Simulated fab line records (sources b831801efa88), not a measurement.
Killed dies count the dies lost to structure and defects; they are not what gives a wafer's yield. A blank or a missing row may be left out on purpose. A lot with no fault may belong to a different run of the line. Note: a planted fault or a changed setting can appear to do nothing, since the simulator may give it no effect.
Which of the tools did it? -- flow sky130 -- 12 lots, 36 wafers sampled, at 5 steps of a route of 708

WHAT EACH GAUGE READ, for each wafer
SKY_SONOS_ONO_CD_MEAS_13: the cd target is 410 nm. Usual: 410.4 nm for cd-nm, sd 2.
lot,measured,on,cd-nm (nm),flag
L252,day 12 21:19,cd-sem-01,413.7 412.2 414.4,
L253,day 13 05:43,cd-sem-01,410.1 408.2 410.5,
L255,day 13 23:46,cd-sem-01,412.7 410.8 410.3,
L256,day 14 04:55,cd-sem-01,408.9 411.5 408.5,
L257,day 14 13:44,cd-sem-02,408.7 407.3 408.4,
L258,day 14 18:59,cd-sem-02,394.7 393.4 391.7,OFF
L259,day 15 14:47,cd-sem-02,394.4 395.3 396.0,OFF
L260,day 16 06:46,cd-sem-01,399.7 398.7 399.5,OFF
L262,day 16 20:56,cd-sem-02,402.5 402.2 403.8,OFF
L265,day 17 16:58,cd-sem-01,406.8 405.5 407.6,
L267,day 18 03:10,cd-sem-01,408.1 411.1 412.6,
L271,day 19 11:50,cd-sem-01,412.5 413.7 413.1,

SKY_GATE_OXIDE_TW_MEAS_14. Usual: GATE_OXIDE_TW typically reads 222.9, with standard deviation 1.5.
lot,measured,on,GATE_OXIDE_TW,flag
L252,day 14 02:50,film-metro-01,224.2 225.4 225.8,
L253,day 14 09:41,film-metro-01,224.6 225.8 225.1,
L255,day 15 05:49,film-metro-03,222.5 223.0 222.7,
L256,day 15 11:49,film-metro-02,220.5 221.2 219.7,
L257,day 15 19:32,film-metro-02,220.6 221.6 221.6,
L258,day 16 00:38,film-metro-02,223.6 223.3 223.2,
L259,day 16 20:50,film-metro-02,222.3 221.6 223.1,
L260,day 17 19:33,film-metro-03,221.3 220.4 221.2,
L262,day 18 07:01,film-metro-03,221.7 222.9 220.5,
L265,day 19 01:01,film-metro-03,221.6 222.4 222.1,
L267,day 19 14:13,film-metro-01,224.7 226.2 225.4,
L271,day 20 20:43,film-metro-02,222.5 223.5 222.7,

TOOL THAT RAN EACH LOT (tool first, then ch and the chambers of the sampled wafers, then the start)
lot,SKY_NWELL_STRIP_14,SKY_SONOS_ONO_EXPOSE_10,SKY_GATE_OXIDE_STRIP_13
L252,"plasma-asher-01 ch 0,1, day 4 17:55","iline-stepper-02 ch 0, day 12 08:56","plasma-asher-01 ch 0,1, day 14 02:43"
L253,"plasma-asher-01 ch 0,1, day 4 23:11","iline-stepper-01 ch 0, day 12 17:09","plasma-asher-03 ch 0,1, day 14 09:35"
L255,"plasma-asher-03 ch 0, day 5 12:59","iline-stepper-02 ch 0, day 13 10:50","plasma-asher-03 ch 0,1, day 15 05:43"
L256,"plasma-asher-03 ch 1, day 5 16:11","iline-stepper-01 ch 0, day 13 16:26","plasma-asher-03 ch 0,1, day 15 11:43"
L257,"plasma-asher-03 ch 0,1, day 5 20:17","iline-stepper-02 ch 0, day 14 00:50","plasma-asher-04 ch 0,1, day 15 19:26"
L258,"plasma-asher-01 ch 0,1, day 6 02:10","iline-stepper-01 ch 0, day 14 06:20","plasma-asher-03 ch 0,1, day 16 00:32"
L259,"plasma-asher-02 ch 0,1, day 6 12:35","iline-stepper-01 ch 0, day 15 01:07","plasma-asher-03 ch 0,1, day 16 20:44"
L260,"plasma-asher-03 ch 0,1, day 7 01:53","iline-stepper-01 ch 0, day 15 17:22","plasma-asher-04 ch 0,1, day 17 19:27"
L262,"plasma-asher-01 ch 0,1, day 7 10:14","iline-stepper-01 ch 0, day 16 07:31","plasma-asher-03 ch 0,1, day 18 06:55"
L265,"plasma-asher-01 ch 0,1, day 7 22:23","iline-stepper-02 ch 0, day 17 02:17","plasma-asher-03 ch 0,1, day 19 00:55"
L267,"plasma-asher-02 ch 0,1, day 8 11:20","iline-stepper-02 ch 0, day 17 12:14","plasma-asher-01 ch 0,1, day 19 14:07"
L271,"plasma-asher-03 ch 0,1, day 9 13:07","iline-stepper-02 ch 0, day 18 21:05","plasma-asher-03 ch 0,1, day 20 20:37"
- SKY_NWELL_STRIP_14: strips in O2/N2.
- SKY_SONOS_ONO_EXPOSE_10: exposes mask ONOM, target cd 410 nm.
- SKY_GATE_OXIDE_STRIP_13: strips in O2/N2.

AS READ BY THE TOOLS THEMSELVES (means over the sampled wafers that have a number; for cases with no such wafer, the mark the record gives instead)
SKY_NWELL_STRIP_14. Usual: drypump-motor-current-A 5.8 A, standard deviation 0.34; oes-product-au 0.723 a.u., standard deviation 0.0044; strip-time-to-endpoint-s 36.94 s, standard deviation 0.084.
lot,tool,drypump-motor-current-A (A),oes-product-au (a.u.),strip-time-to-endpoint-s (s),flag
L252,plasma-asher-01,5.7,0.724,36.87,
L253,plasma-asher-01,5.8,0.720,36.92,
L255,plasma-asher-03,6.1,0.727,36.86,
L256,plasma-asher-03,5.8,0.723,36.83,
L257,plasma-asher-03,5.9,0.726,36.93,
L258,plasma-asher-01,5.6,0.722,36.88,
L259,plasma-asher-02,5.8,0.721,37.07,
L260,plasma-asher-03,6.0,0.725,37.03,
L262,plasma-asher-01,5.6,0.724,36.96,
L265,plasma-asher-01,5.6,0.720,37.01,
L267,plasma-asher-02,5.8,0.724,36.86,
L271,plasma-asher-03,6.0,0.719,36.91,

SKY_SONOS_ONO_EXPOSE_10. Usual: 149.95 for exposure-dose-mJ-cm2, sd 0.14.
lot,tool,exposure-dose-mJ-cm2,flag
L252,iline-stepper-02,149.80,
L253,iline-stepper-01,149.85,
L255,iline-stepper-02,149.84,
L256,iline-stepper-01,149.74,
L257,iline-stepper-02,150.06,
L258,iline-stepper-01,159.55,OFF
L259,iline-stepper-01,157.47,OFF
L260,iline-stepper-01,156.18,OFF
L262,iline-stepper-01,154.98,OFF
L265,iline-stepper-02,149.98,
L267,iline-stepper-02,149.88,
L271,iline-stepper-02,149.91,

SKY_GATE_OXIDE_STRIP_13. Usual: drypump-motor-current-A 5.8 A, standard deviation 0.36; oes-product-au 0.715 a.u., standard deviation 0.0044; strip-time-to-endpoint-s 14.17 s, standard deviation 0.042.
lot,tool,drypump-motor-current-A (A),oes-product-au (a.u.),strip-time-to-endpoint-s (s),flag
L252,plasma-asher-01,5.8,0.713,14.18,
L253,plasma-asher-03,5.9,0.717,14.15,
L255,plasma-asher-03,6.0,0.718,14.18,
L256,plasma-asher-03,5.9,0.717,14.16,
L257,plasma-asher-04,5.3,0.712,14.10,
L258,plasma-asher-03,5.9,0.716,14.13,
L259,plasma-asher-03,5.9,0.714,14.11,
L260,plasma-asher-04,5.7,0.715,14.23,
L262,plasma-asher-03,5.9,0.712,14.14,
L265,plasma-asher-03,5.9,0.714,14.17,
L267,plasma-asher-01,5.8,0.716,14.13,
L271,plasma-asher-03,6.0,0.709,14.13,

THE ANSWER, worked out from the rows above alone
Rule: take the mean of a lot's wafers that have a number; if it is more than 3 standard deviations from the usual mean, the lot is off. A lot without any number at a reading at which 4 lots or more have one is off too. Any other lot the step has rows for is counted as sound. Order of review: gauges by route order, followed by the tools' own readings, for which a lot's mean as printed above is used. The first step at which some lot is off is used, and at that step the reading that is off furthest; a lot without a number counts as furthest.
Off, at SKY_SONOS_ONO_CD_MEAS_13 on cd-nm: L258, L259, L260, L262.
If a tool, at a process step before that reading, ran all the lots that are off and no sound lot after the first of them, it fits. Not tried: the gauges at SKY_SONOS_ONO_CD_MEAS_13; whatever is off there is also off at SKY_SONOS_ONO_EXPOSE_10, on other tools, and gauge error can't account for it. One fits: SKY_SONOS_ONO_EXPOSE_10 on iline-stepper-01. Its last sound lot is L256 (day 13 16:26), its first lot that is off L258 (day 14 06:20): a fault that began between those two fits.
The tool's own readings at SKY_SONOS_ONO_EXPOSE_10 bear it out: on the lots that are off they differ by more than 5 times the standard deviation of the sound lots' means. exposure-dose-mJ-cm2 reads 157.05 there against 149.88 on the sound lots.

WHAT THE SIMULATOR PUT IN
Process parameters drifting: iline-stepper-01 at SKY_SONOS_ONO_EXPOSE_10, beginning at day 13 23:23. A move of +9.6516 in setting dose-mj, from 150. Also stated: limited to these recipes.
Struck lots among those shown: L258, L259, L260, L262. The rule given above showed the same thing.
